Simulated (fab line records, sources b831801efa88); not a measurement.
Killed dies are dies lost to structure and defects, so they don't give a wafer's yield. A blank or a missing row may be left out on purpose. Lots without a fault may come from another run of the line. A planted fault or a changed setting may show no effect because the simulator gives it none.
fab line records | flow gf180mcu
record lots=7 wafers=21 last_day=34
route steps=602 shown STI@28 DNWELL@32 NWELL@42 LVPWELL@54
lots that met no fault: from a run of the same line without faults
start_h: hours from the record's first day to the start of the lot's first wafer shown | wait_h: hours since the lot's step before | " the same as in the row above | L1.1+2: a row that stands for several wafers | - no value, or no start given | * or withheld: withheld | < > ~ a bound
route shown NAME@n: a module of which the file shows steps, and the number in the route of the first | usual: mean/standard deviation of fault-free wafers | same: alike in all rows | chamber/n: place in a boat | sites: the reading at each site | _std_site: their standard deviation | _edge_site: outer sites' mean less inner sites' | radius_mm: how far each site lies from the wafer's centre | mask NAME#n: copy n | behind: the tool/chamber that last shaped the wafer | hold: why the lot was held/for how many hours/how that ended | device: the transistor (n, p or np) that didn't switch | end of line: the same wafers' tests at the end of the route | a step without rows: its recipe alone | killed: dies lost to structure and defects at the first sort, not the wafer's yield | map: a wafer's dies, x killed, . not, _ none there
set.NAME: the setting as run; set.NAME@STEP: as run at that earlier step | model.NAME: the simulator's own value behind a step, which no gauge read
lots at some steps of the route; a table a step, a row a wafer
services: from which hour (start_h, from the record's first day; less than 0 if before it) a tool's chamber was out of use, for how many hours, and why
## steps
# step GF_STI_WET_ETCH_27
# recipe chemistry=H3PO4 target_depth_nm=160 target=Si3N4 temp_c=160 time_s=1825
# step GF_STI_WET_ETCH_28
# recipe chemistry=dHF target_depth_nm=20 dry=ipa_marangoni target=SiO2 temp_c=25 dilution=10:1 time_s=40
# step GF_STI_OXIDATION_29
# recipe temp_c=900 ambient=O2 stabilise_s=600 purge_s=300 target_thk_a=100 ox_time_s=1418
# step GF_STI_THK_MEAS_30
# recipe reads=SiO2_of_STI_OXIDATION_29
# usual STI_OXIDATION_02_THK=10.08/0.22
# columns lot.wafer tool chamber start_h wait_h STI_OXIDATION_02_THK[nm]
L466.1 film_metro-02 - 43.07 0.0 10.29
L466.2 " - " " 10.28
L466.6 " - " " 10.24
L467.2 film_metro-03 - 48.50 0.0 10.25
L467.4 " - " " 10.08
L467.6 " - " " 10.22
L469.2 film_metro-02 - 59.42 0.0 10.56
L469.4 " - " " 10.47
L469.5 " - " " 10.59
L470.1 film_metro-03 - 63.45 0.0 10.23
L470.2 " - " " 10.16
L470.3 " - " " 10.13
L471.1 film_metro-02 - 66.22 0.0 9.87
L471.4 " - " " 9.88
L471.6 " - " " 10.01
L478.2 film_metro-03 - 102.69 0.0 9.85
L478.5 " - " " 9.94
L478.6 " - " " 9.97
L485.2 film_metro-04 - 137.92 0.0 9.65
L485.5 " - " " 9.67
L485.6 " - " " 9.70
# step GF_DNWELL_DEHYDRATE_00
# recipe temp_c=200 time_s=60
# step GF_DNWELL_HMDS_01
# recipe prime_time_s=60 prime_temp_c=120
# step GF_DNWELL_COAT_02
# recipe spin_rpm=2000 resist_thk_nm=3000
# step GF_DNWELL_SOFTBAKE_03
# recipe temp_c=110 time_s=withheld
# step GF_DNWELL_EXPOSE_04
# recipe mask_id=DNWELL target_cd_nm=1700 na=0.6 source_shape=conventional sigma_outer=0.6 dose_mj=260
# step GF_DNWELL_PEB_05
# recipe temp_c=115 time_s=withheld
# step GF_DNWELL_DEVELOP_06
# recipe wall_angle_deg=90 develop_time_s=60 dev_temp_c=23
# step GF_DNWELL_IMPLANT_07
# recipe species=P energy_kev=1500 dose_cm2=1e+13 tilt_deg=0
# step GF_DNWELL_STRIP_08
# recipe chemistry=O2/N2 power_w=1400 pressure_mtorr=1500 platen_temp_c=250 o2_flow_sccm=3000 n2_flow_sccm=300 overash_fraction=0.5
# usual chamber_pressure_mTorr=1500.0/1.3 drypump_motor_current_A=5.81/0.18 heater_power_w=320/31 oes_product_au=0.722/0.0044 overash_fraction=0.5/0 strip_time_to_endpoint_s=36.94/0.11
# columns lot.wafer tool chamber start_h wait_h chamber_pressure_mTorr drypump_motor_current_A heater_power_w oes_product_au overash_fraction rf_hours_counter_h strip_time_to_endpoint_s model.coat_of_DNWELL_COAT_02.thk_nm
L466.1 plasma_asher-01 1 56.36 0.1 1501.2 5.57 378 0.724 0.5 40 37.04 0
L466.2 " 0 " " 1500.4 5.72 299 0.719 0.5 40 37.01 0
L466.6 " 1 " " 1498.3 5.58 376 0.731 0.5 - 37.10 0
L467.2 plasma_asher-02 1 60.81 0.1 1500.5 5.77 288 0.720 0.5 27 37.00 0
L467.4 " 1 " " 1503.0 5.77 284 0.729 0.5 - 37.00 0
L467.6 " 0 " " 1498.8 5.66 315 0.721 0.5 - 36.90 0
L469.2 plasma_asher-01 0 72.41 0.1 - - - - - - - 2994
L469.4 " 0 " " - - - - - - - 2995
L469.5 " 0 " " - - - - - - - 2999
L470.1 plasma_asher-04 0 76.31 0.1 - - - - - - - 3004
L470.2 " 1 " " - - - - - - - 3008
L470.3 " 0 " " - - - - - - - 3003
L471.1 plasma_asher-02 1 79.46 0.1 - - - - - - - 2987
L471.4 " 1 " " - - - - - - - 2996
L471.6 " 0 " " - - - - - - - 2987
L478.2 plasma_asher-02 1 116.90 0.1 1501.1 5.78 281 0.721 0.5 32 36.74 0
L478.5 " 0 " " 1499.8 5.65 315 0.717 0.5 - 36.71 0
L478.6 " 1 " " 1500.5 5.78 283 0.716 0.5 - 36.68 0
L485.2 plasma_asher-02 1 153.04 0.1 1500.4 5.78 284 0.723 0.5 36 36.85 0
L485.5 " 0 " " 1501.4 5.64 315 0.723 0.5 - 36.77 0
L485.6 " 1 " " 1499.8 5.79 279 0.732 0.5 - 36.82 0
# step GF_DNWELL_TW_MEAS_09
# usual DNWELL_TW=1349/13
# columns lot.wafer tool chamber start_h wait_h DNWELL_TW
L466.1 film_metro-01 - 56.46 0.1 1350
L466.2 " - " " 1358
L466.6 " - " " 1350
L467.2 film_metro-02 - 60.92 0.1 1341
L467.4 " - " " 1341
L467.6 " - " " 1343
L469.2 film_metro-01 - 72.52 0.1 1366
L469.4 " - " " 1375
L469.5 " - " " 1370
L470.1 film_metro-01 - 76.41 0.1 1354
L470.2 " - " " 1361
L470.3 " - " " 1351
L471.1 film_metro-04 - 79.56 0.1 1335
L471.4 " - " " 1332
L471.6 " - " " 1339
L478.2 film_metro-01 - 117.01 0.1 1378
L478.5 " - " " 1373
L478.6 " - " " 1371
L485.2 film_metro-04 - 153.15 0.1 1349
L485.5 " - " " 1342
L485.6 " - " " 1348
# step GF_NWELL_DEHYDRATE_00
# recipe temp_c=200 time_s=60
# step GF_NWELL_HMDS_01
# recipe prime_time_s=60 prime_temp_c=120
# step GF_NWELL_COAT_02
# recipe spin_rpm=2000 resist_thk_nm=3000
# step GF_NWELL_SOFTBAKE_03
# recipe temp_c=110 time_s=withheld
# step GF_NWELL_EXPOSE_04
# recipe mask_id=Nwell target_cd_nm=860 na=0.6 source_shape=conventional sigma_outer=0.6 dose_mj=255.2
# step GF_NWELL_PEB_05
# recipe temp_c=115 time_s=withheld
# step GF_NWELL_DEVELOP_06
# recipe wall_angle_deg=90 develop_time_s=60 dev_temp_c=23
# step GF_NWELL_OVL_MEAS_07
# usual NWELL_OVL=0.9/1.9
# columns lot.wafer tool chamber start_h wait_h NWELL_OVL[nm]
L466.1 overlay-01 - 69.49 - 1.4
L466.2 " - " " 2.0
L466.6 " - " " 2.6
L467.2 overlay-01 - 74.20 - -0.5
L467.4 " - " " -1.8
L467.6 " - " " 0.8
L469.2 overlay-02 - 84.38 - 0.3
L469.4 " - " " -0.2
L469.5 " - " " -0.2
L470.1 overlay-01 - 90.14 - 2.6
L470.2 " - " " 2.0
L470.3 " - " " 2.3
L471.1 overlay-01 - 92.85 - 1.7
L471.4 " - " " -0.3
L471.6 " - " " 0.9
L478.2 overlay-01 - 131.46 - 2.9
L478.5 " - " " 1.7
L478.6 " - " " 3.2
L485.2 overlay-02 - 169.03 - 6.1
L485.5 " - " " 3.6
L485.6 " - " " 4.5
# step GF_NWELL_IMPLANT_08
# recipe species=P energy_kev=450 dose_cm2=1.5e+13 tilt_deg=0
# step GF_NWELL_IMPLANT_09
# recipe species=P energy_kev=160 dose_cm2=4e+12 tilt_deg=0
# step GF_NWELL_STRIP_10
# recipe chemistry=O2/N2 power_w=1400 pressure_mtorr=1500 platen_temp_c=250 o2_flow_sccm=3000 n2_flow_sccm=300 overash_fraction=0.5
# usual chamber_pressure_mTorr=1500.0/1.4 drypump_motor_current_A=5.75/0.23 heater_power_w=330/34 oes_product_au=0.723/0.0046 strip_time_to_endpoint_s=36.91/0.085
# same overash_fraction=0.5
# columns lot.wafer tool chamber start_h wait_h chamber_pressure_mTorr drypump_motor_current_A heater_power_w oes_product_au rf_hours_counter_h strip_time_to_endpoint_s
L466.1 plasma_asher-01 1 69.83 0.1 1499.6 5.57 359 0.716 41 37.00
L466.2 " 0 " " 1497.8 5.77 298 0.721 41 37.05
L466.6 " 0 " " 1502.4 5.71 300 0.725 - 36.94
L467.2 plasma_asher-03 1 74.53 0.1 1501.2 5.44 348 0.715 42 36.80
L467.4 " 1 " " 1500.5 5.43 354 0.722 - 36.90
L467.6 " 1 " " 1502.4 5.44 349 0.732 - 36.85
L469.2 plasma_asher-01 0 84.71 0.1 1499.7 5.72 302 0.745 43 81.08
L469.4 " 1 " " 1502.3 5.57 368 0.747 - 81.23
L469.5 " 0 " " 1500.1 5.70 295 0.736 - 81.16
L470.1 plasma_asher-01 1 90.48 0.1 1501.7 5.59 368 0.737 43 81.27
L470.2 " 0 " " 1501.3 5.78 301 0.743 43 81.37
L470.3 " 0 " " 1500.6 5.71 302 0.736 - 81.30
L471.1 plasma_asher-01 0 93.19 0.1 1500.5 5.71 295 0.734 44 80.93
L471.4 " 1 " " 1502.1 5.60 365 0.742 - 81.12
L471.6 " 0 " " 1500.0 5.75 297 0.736 - 81.00
L478.2 plasma_asher-01 0 131.79 0.1 1500.1 5.70 293 0.717 1 36.78
L478.5 " 0 " " 1500.7 5.69 284 0.714 - 36.98
L478.6 " 1 " " 1500.5 5.58 394 0.719 - 36.89
L485.2 plasma_asher-01 0 169.36 0.1 1499.4 5.75 292 0.719 5 36.76
L485.5 " 1 " " 1499.0 5.60 384 0.733 - 36.86
L485.6 " 0 " " 1500.3 5.79 289 0.714 - 36.94
# step GF_NWELL_TW_MEAS_11
# usual NWELL_TW=1573/13
# columns lot.wafer tool chamber start_h wait_h NWELL_TW
L466.1 film_metro-03 - 69.93 0.1 1560
L466.2 " - " " 1561
L466.6 " - " " 1562
L467.2 film_metro-02 - 74.64 0.1 1571
L467.4 " - " " 1577
L467.6 " - " " 1574
L469.2 film_metro-01 - 84.82 0.1 30
L469.4 " - " " 30
L469.5 " - " " 30
L470.1 film_metro-01 - 90.58 0.1 30
L470.2 " - " " 30
L470.3 " - " " 30
L471.1 film_metro-02 - 93.29 0.1 30
L471.4 " - " " 30
L471.6 " - " " 30
L478.2 film_metro-01 - 131.90 0.1 1579
L478.5 " - " " 1590
L478.6 " - " " 1579
L485.2 film_metro-03 - 169.47 0.1 1564
L485.5 " - " " 1561
L485.6 " - " " 1557
# step GF_LVPWELL_DEHYDRATE_00
# recipe temp_c=200 time_s=60
## services
# columns tool chamber start_h hours kind
plasma_asher-02 - 97.22 6.8 repair
plasma_asher-01 - 108.75 9.0 pm
plasma_asher-01 0 108.75 9.0 vent_cycle
plasma_asher-01 1 108.75 9.0 vent_cycle
plasma_asher-01 0 117.75 - clean
plasma_asher-01 1 117.75 - clean
## key
first_sign step=GF_DNWELL_STRIP_08 reading=tool_record direction=missing
effect step=GF_NWELL_STRIP_10 reading=strip_time_to_endpoint_s direction=up sigmas=99+ usual=* struck=*
effect step=GF_NWELL_TW_MEAS_11 reading=NWELL_TW direction=down sigmas=99+ usual=1573 struck=30
model_effect step=GF_DNWELL_STRIP_08 value=coat_of_DNWELL_COAT_02.thk_nm without=0 struck=2997
met_at GF_DNWELL_STRIP_08
struck_wafers L469.2,L469.4,L469.5,L470.1,L470.2,L470.3,L471.1,L471.4,L471.6
sort_left_out L469.2,L469.4,L469.5,L470.1,L470.2,L470.3,L471.1,L471.4,L471.6
tester_left_out L469,L470,L471
onset_between 60.81 72.41
fault kind=skipped_step_whole tool=plasma_asher-01,plasma_asher-02,plasma_asher-04 chamber=- onset_h=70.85 steps=GF_DNWELL_STRIP_08 scope=struck_lots_only
# tester_left_out: of these lots the tester's yield and bins aren't shown, on N5 and GAA mostly nor the transistor test; their killed dies are dies lost to structure and defects alone, not to doping, threshold or leakage, so they don't give the yield
# sort_left_out: the simulated sort isn't trusted on such a fault, so these wafers' sort isn't shown, and their yield isn't known
